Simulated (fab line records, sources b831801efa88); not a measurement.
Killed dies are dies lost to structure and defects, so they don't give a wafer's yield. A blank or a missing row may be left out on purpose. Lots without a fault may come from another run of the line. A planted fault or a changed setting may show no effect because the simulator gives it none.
fab line records | flow sfq_line
record lots=16 wafers=48 last_day=85
route steps=325 shown I3@140 I5@238 C5@249 M7@294
lots that met no fault: from a run of the same line without faults
start_h: hours from the record's first day to the start of the lot's first wafer shown | wait_h: hours since the lot's step before | " the same as in the row above | L1.1+2: a row that stands for several wafers | - no value, or no start given | * or withheld: withheld | < > ~ a bound
route shown NAME@n: a module of which the file shows steps, and the number in the route of the first | usual: mean/standard deviation of fault-free wafers | same: alike in all rows | chamber/n: place in a boat | sites: the reading at each site | _std_site: their standard deviation | _edge_site: outer sites' mean less inner sites' | radius_mm: how far each site lies from the wafer's centre | mask NAME#n: copy n | behind: the tool/chamber that last shaped the wafer | hold: why the lot was held/for how many hours/how that ended | device: the transistor (n, p or np) that didn't switch | end of line: the same wafers' tests at the end of the route | a step without rows: its recipe alone | killed: dies lost to structure and defects at the first sort, not the wafer's yield | map: a wafer's dies, x killed, . not, _ none there
set.NAME: the setting as run; set.NAME@STEP: as run at that earlier step | model.NAME: the simulator's own value behind a step, which no gauge read
steps of the route over a sample of lots; a table a step, a row a wafer
services: from which hour (start_h, from the record's first day; less than 0 if before it) a tool's chamber was out of use, for how many hours, and why
## steps
# step SFQ_TRILAYER_I3_VIA_LITHO_EXPOSE_086
# recipe mask_id=I3 na=0.6 source_shape=conventional sigma_outer=0.65 target_cd_nm=500 dose_mj=21.3
# columns lot.wafer tool chamber start_h wait_h mask
L230.2+4+5 krf_scanner-01 0 888.65 - I3#0
L231.3+4+5 krf_scanner-01 0 937.23 - I3#0
L232.2+4+5 krf_scanner-01 0 940.63 - I3#0
L233.2+5+6 krf_scanner-01 0 944.23 - I3#0
L234.3+5+6 krf_scanner-01 0 948.03 - I3#0
L235.2+4+6 krf_scanner-01 0 950.23 - I3#0
L236.2+3+4 krf_scanner-02 0 1085.90 - I3#0
L237.1+2+3 krf_scanner-01 0 1087.02 - I3#0
L240.2+4+6 krf_scanner-01 0 1098.34 - I3#0
L242.1+2+4 krf_scanner-01 0 1120.58 - I3#0
L243.1+3+4 krf_scanner-01 0 1121.78 - I3#0
L244.2+3+4 krf_scanner-01 0 1124.60 - I3#0
L245.3+4+5 krf_scanner-01 0 1127.80 - I3#0
L247.2+4+6 krf_scanner-02 0 1254.72 - I3#0
L248.1+2+5 krf_scanner-02 0 1256.92 - I3#0
L252.2+5+6 krf_scanner-02 0 1317.79 - I3#0
# step SFQ_I3_OVL_MEAS_923
# usual I3_OVL=-3/5.9
# columns lot.wafer tool chamber start_h wait_h I3_OVL[nm]
L230.2 overlay-01 - 889.96 0.1 -2
L230.4 " - " " 4
L230.5 " - " " 1
L231.3 overlay-01 - 938.34 0.1 -8
L231.4 " - " " -6
L231.5 " - " " -2
L232.2 overlay-01 - 941.93 0.1 -6
L232.4 " - " " -2
L232.5 " - " " -3
L233.2 overlay-01 - 945.53 0.1 -6
L233.5 " - " " -4
L233.6 " - " " 1
L234.3 overlay-01 - 949.14 0.1 1
L234.5 " - " " 0
L234.6 " - " " 3
L235.2 overlay-01 - 951.53 0.1 -15
L235.4 " - " " -10
L235.6 " - " " -11
L236.2 overlay-02 - 1087.20 0.1 -5
L236.3 " - " " -6
L236.4 " - " " -10
L237.1 overlay-02 - 1088.52 0.1 -4
L237.2 " - " " -5
L237.3 " - " " -5
L240.2 overlay-02 - 1099.65 0.1 8
L240.4 " - " " 4
L240.6 " - " " 7
L242.1 overlay-01 - 1122.08 0.1 154
L242.2 " - " " 152
L242.4 " - " " 157
L243.1 overlay-01 - 1123.28 0.1 144
L243.3 " - " " 146
L243.4 " - " " 153
L244.2 overlay-02 - 1125.91 0.1 155
L244.3 " - " " 153
L244.4 " - " " 153
L245.3 overlay-01 - 1128.92 0.1 150
L245.4 " - " " 146
L245.5 " - " " 148
L247.2 overlay-02 - 1256.03 0.1 -11
L247.4 " - " " -9
L247.6 " - " " -17
L248.1 overlay-01 - 1258.42 0.1 -11
L248.2 " - " " -4
L248.5 " - " " -9
L252.2 overlay-02 - 1319.10 0.1 -7
L252.5 " - " " -14
L252.6 " - " " -11
# step SFQ_TRILAYER_I5_STRIP_STRIP_148
# recipe gas=O2 power_w=200 platen_temp_c=40 overash_fraction=0.65 chemistry=O2 pressure_mtorr=50
# usual drypump_motor_current_A=5.8/0.37 oes_product_au=0.999/0.011
# columns lot.wafer tool chamber start_h wait_h drypump_motor_current_A oes_product_au rf_hours_counter_h
L230.2 rie_metal-01 1 1332.52 - 5.9 0.998 81
L230.4 " 0 " " 5.6 1.005 -
L230.5 " 1 " " 6.0 1.007 -
L231.3 rie_metal-04 1 1335.12 - 5.4 0.996 -
L231.4 " 0 " " 5.9 0.980 -
L231.5 " 1 " " 5.4 0.990 -
L232.2 rie_metal-02 0 1338.61 - 5.6 0.991 135
L232.4 " 1 " " 6.5 1.006 -
L232.5 " 1 " " 6.5 1.005 -
L233.2 rie_metal-01 0 1340.92 - 5.6 0.999 94
L233.5 " 0 " " 5.7 1.014 -
L233.6 " 1 " " 6.0 1.010 -
L234.3 rie_metal-02 0 1342.32 - 5.6 0.998 -
L234.5 " 0 " " 5.6 0.995 -
L234.6 " 1 " " 6.5 0.996 -
L235.2 rie_metal-04 0 1343.32 - 5.9 0.994 11
L235.4 " 0 " " 5.9 0.988 -
L235.6 " 1 " " 5.3 0.984 -
L236.2 rie_metal-01 0 1377.17 - 5.7 1.004 97
L236.3 " 0 " " 5.7 1.008 -
L236.4 " 1 " " 6.0 0.994 -
L237.1 rie_metal-02 0 1378.39 - 5.6 1.010 141
L237.2 " 1 " " 6.5 1.002 19
L237.3 " 0 " " 5.6 1.004 -
L240.2 rie_metal-01 0 1525.52 - 5.6 0.983 2
L240.4 " 0 " " 5.7 0.969 -
L240.6 " 1 " " 6.0 0.994 -
L242.1 rie_metal-02 1 1531.52 - 6.5 1.004 44
L242.2 " 0 " " 5.6 1.005 20
L242.4 " 1 " " 6.5 1.006 -
L243.1 rie_metal-04 1 1532.94 - 5.3 1.021 5
L243.3 " 1 " " 5.4 1.007 -
L243.4 " 0 " " 5.9 1.000 -
L244.2 rie_metal-01 0 1538.22 - 5.7 0.984 4
L244.3 " 1 " " 6.0 1.010 -
L244.4 " 0 " " 5.6 0.998 -
L245.3 rie_metal-02 1 1647.33 - 6.5 1.013 -
L245.4 " 0 " " 5.6 1.000 -
L245.5 " 1 " " 6.5 1.005 -
L247.2 rie_metal-01 1 1722.18 - 5.9 0.986 131
L247.4 " 0 " " 5.7 0.981 -
L247.6 " 0 " " 5.7 0.971 -
L248.1 rie_metal-02 0 1727.07 - 5.6 0.986 43
L248.2 " 1 " " 6.5 1.003 68
L248.5 " 0 " " 5.6 0.985 -
L252.2 rie_metal-01 0 1769.07 - 5.7 0.991 32
L252.5 " 0 " " 5.7 0.993 -
L252.6 " 1 " " 6.0 1.004 -
# step SFQ_TRILAYER_C5_STRIP_STRIP_155
# recipe gas=O2 power_w=200 platen_temp_c=40 overash_fraction=0.65 chemistry=O2 pressure_mtorr=50
# usual drypump_motor_current_A=5.8/0.38 oes_product_au=1.000/0.0074
# columns lot.wafer tool chamber start_h wait_h drypump_motor_current_A oes_product_au rf_hours_counter_h
L230.2 rie_metal-04 1 1452.64 - 5.4 0.998 143
L230.4 " 0 " " 5.9 1.005 -
L230.5 " 1 " " 5.4 1.001 -
L231.3 rie_metal-04 0 1455.20 - 5.9 0.994 -
L231.4 " 1 " " 5.3 1.001 -
L231.5 " 0 " " 5.9 1.003 -
L232.2 rie_metal-04 0 1457.40 - 5.9 0.994 27
L232.4 " 1 " " 5.4 1.000 -
L232.5 " 0 " " 5.9 1.001 -
L233.2 rie_metal-03 0 1458.60 - 5.5 0.998 44
L233.5 " 1 " " 6.2 0.996 -
L233.6 " 0 " " 5.5 0.991 -
L234.3 rie_metal-03 0 1461.20 - 5.6 1.002 -
L234.5 " 1 " " 6.1 0.993 -
L234.6 " 0 " " 5.6 1.000 -
L235.2 rie_metal-02 1 1462.20 - 6.5 1.018 34
L235.4 " 1 " " 6.5 1.009 -
L235.6 " 0 " " 5.6 0.998 -
L236.2 rie_metal-04 0 1464.30 - 5.9 0.995 28
L236.3 " 1 " " 5.3 1.002 -
L236.4 " 0 " " 5.9 0.976 -
L237.1 rie_metal-03 0 1465.50 - 5.6 1.014 45
L237.2 " 1 " " 6.1 1.002 19
L237.3 " 1 " " 6.1 0.991 -
L240.2 rie_metal-02 0 1632.62 - 5.6 0.991 30
L240.4 " 0 " " 5.6 0.990 -
L240.6 " 0 " " 5.6 0.994 -
L242.1 rie_metal-02 0 1641.02 - 5.6 0.990 31
L242.2 " 1 " " 6.5 1.009 56
L242.4 " 0 " " 5.6 0.996 -
L243.1 rie_metal-02 1 1643.42 - 6.5 1.013 57
L243.3 " 0 " " 5.6 0.994 -
L243.4 " 1 " " 6.5 0.996 -
L244.2 rie_metal-04 1 1653.02 - 5.4 1.005 18
L244.3 " 1 " " 5.4 1.008 -
L244.4 " 0 " " 5.9 0.989 -
L245.3 rie_metal-04 0 1724.67 - 5.9 0.986 -
L245.4 " 1 " " 5.3 1.010 -
L245.5 " 1 " " 5.3 1.005 -
L247.2 rie_metal-03 1 1798.97 - 6.1 0.995 63
L247.4 " 0 " " 5.6 1.002 -
L247.6 " 1 " " 6.1 0.990 -
L248.1 rie_metal-02 0 1806.17 - 5.6 0.992 55
L248.2 " 0 " " 5.6 0.990 -
L248.5 " 0 " " 5.6 0.993 -
L252.2 rie_metal-03 1 1830.25 - 6.1 1.006 69
L252.5 " 1 " " 6.1 1.009 -
L252.6 " 0 " " 5.6 1.004 -
# step SFQ_TRILAYER_M7_STRIP_STRIP_181
# recipe gas=O2 power_w=200 platen_temp_c=40 overash_fraction=0.65 chemistry=O2 pressure_mtorr=50
# usual drypump_motor_current_A=5.8/0.32 oes_product_au=0.997/0.012
# columns lot.wafer tool chamber start_h wait_h drypump_motor_current_A oes_product_au rf_hours_counter_h
L230.2 rie_metal-01 1 1598.97 0.1 6.0 1.001 118
L230.4 " 0 " " 5.7 0.981 -
L230.5 " 1 " " 6.0 0.993 -
L231.3 rie_metal-04 1 1600.37 0.2 5.4 1.011 -
L231.4 " 0 " " 5.9 0.996 -
L231.5 " 1 " " 5.4 1.009 -
L232.2 rie_metal-02 0 1601.43 0.1 5.6 1.002 28
L232.4 " 1 " " 6.5 1.007 -
L232.5 " 1 " " 6.5 0.999 -
L233.2 rie_metal-01 1 1602.57 0.1 6.0 1.003 119
L233.5 " 0 " " 5.7 0.977 -
L233.6 " 1 " " 6.0 0.994 -
L234.3 rie_metal-04 0 1603.97 0.2 5.9 0.993 -
L234.5 " 1 " " 5.3 1.025 -
L234.6 " 0 " " 5.9 0.991 -
L235.2 rie_metal-02 1 1606.17 0.1 6.5 1.005 53
L235.4 " 0 " " 5.6 1.005 -
L235.6 " 0 " " 5.6 0.993 -
L236.2 rie_metal-01 0 1607.37 0.1 5.7 0.988 12
L236.3 " 1 " " 5.9 1.004 -
L236.4 " 0 " " 5.7 0.984 -
L237.1 rie_metal-01 0 1613.56 0.1 5.7 0.992 13
L237.2 " 1 " " 6.0 1.002 120
L237.3 " 1 " " 6.0 0.994 -
L240.2 rie_metal-04 0 1872.74 0.1 5.9 0.996 92
L240.4 " 1 " " 5.4 1.009 -
L240.6 " 0 " " 5.9 0.985 -
L242.1 rie_metal-04 0 1876.34 0.1 5.9 0.991 93
L242.2 " 1 " " 5.4 1.004 49
L242.4 " 1 " " 5.4 1.011 -
L243.1 rie_metal-01 0 1880.88 0.2 5.7 0.993 56
L243.3 " 0 " " 5.6 0.993 -
L243.4 " 0 " " 5.7 0.985 -
L244.2 rie_metal-01 0 1883.48 0.4 5.7 0.987 -
L244.3 " 0 " " 5.7 0.988 -
L244.4 " 0 " " 5.7 0.982 -
L245.3 rie_metal-01 0 1894.71 0.5 5.7 0.976 -
L245.4 " 0 " " 5.7 0.989 -
L245.5 " 0 " " 5.6 0.980 -
L247.2 rie_metal-02 0 1911.86 0.1 5.6 0.983 67
L247.4 " 1 " " 6.5 1.018 -
L247.6 " 1 " " 6.5 1.028 -
L248.1 rie_metal-04 0 1922.71 0.1 5.9 1.002 104
L248.2 " 1 " " 5.4 1.020 60
L248.5 " 1 " " 5.4 1.016 -
L252.2 rie_metal-02 0 1959.82 0.1 5.6 0.996 72
L252.5 " 1 " " 6.5 1.010 -
L252.6 " 0 " " 5.6 1.005 -
## services
# columns tool chamber start_h hours kind
rie_metal-01 - 885.37 2.8 pm
rie_metal-02 - 891.60 14.6 pm
rie_metal-02 0 930.69 5.6 repair
rie_metal-01 0 931.22 189.0 repair
rie_metal-04 - 934.25 4.0 pm
rie_metal-04 0 945.85 133.0 repair
rie_metal-04 - 979.66 28.1 pm
rie_metal-04 1 1036.43 8.0 repair
rie_metal-02 0 1038.25 2.3 repair
rie_metal-04 - 1090.39 2.8 pm
rie_metal-04 - 1154.38 1.1 repair
rie_metal-02 - 1165.26 0.6 repair
rie_metal-02 - 1282.96 0.4 repair
rie_metal-02 1 1349.05 4.8 repair
rie_metal-02 - 1357.02 0.9 repair
rie_metal-02 - 1416.06 1.4 pm
rie_metal-02 - 1485.90 0.4 repair
rie_metal-02 1 1494.15 3.6 repair
rie_metal-02 0 1506.54 4.9 repair
rie_metal-02 - 1624.06 2.3 repair
rie_metal-02 - 1732.71 2.7 repair
rie_metal-02 1 1804.93 1.4 repair
rie_metal-02 - 1867.16 28.1 pm
rie_metal-02 - 1912.46 2.8 pm
## key
first_sign step=SFQ_I3_OVL_MEAS_923 reading=I3_OVL direction=up sigmas=26 usual=-3 struck=151
effect none on later readings
met_at SFQ_TRILAYER_I3_VIA_LITHO_EXPOSE_086
struck_lots L242,L243,L244,L245
not_acting_at SFQ_TRILAYER_I5_STRIP_STRIP_148,SFQ_TRILAYER_C5_STRIP_STRIP_155,SFQ_TRILAYER_M7_STRIP_STRIP_181
fault kind=scanner_matching_overlay tool=krf_scanner-01 chamber=- onset_h=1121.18 steps=SFQ_TRILAYER_I3_VIA_LITHO_EXPOSE_086 offset=148.96
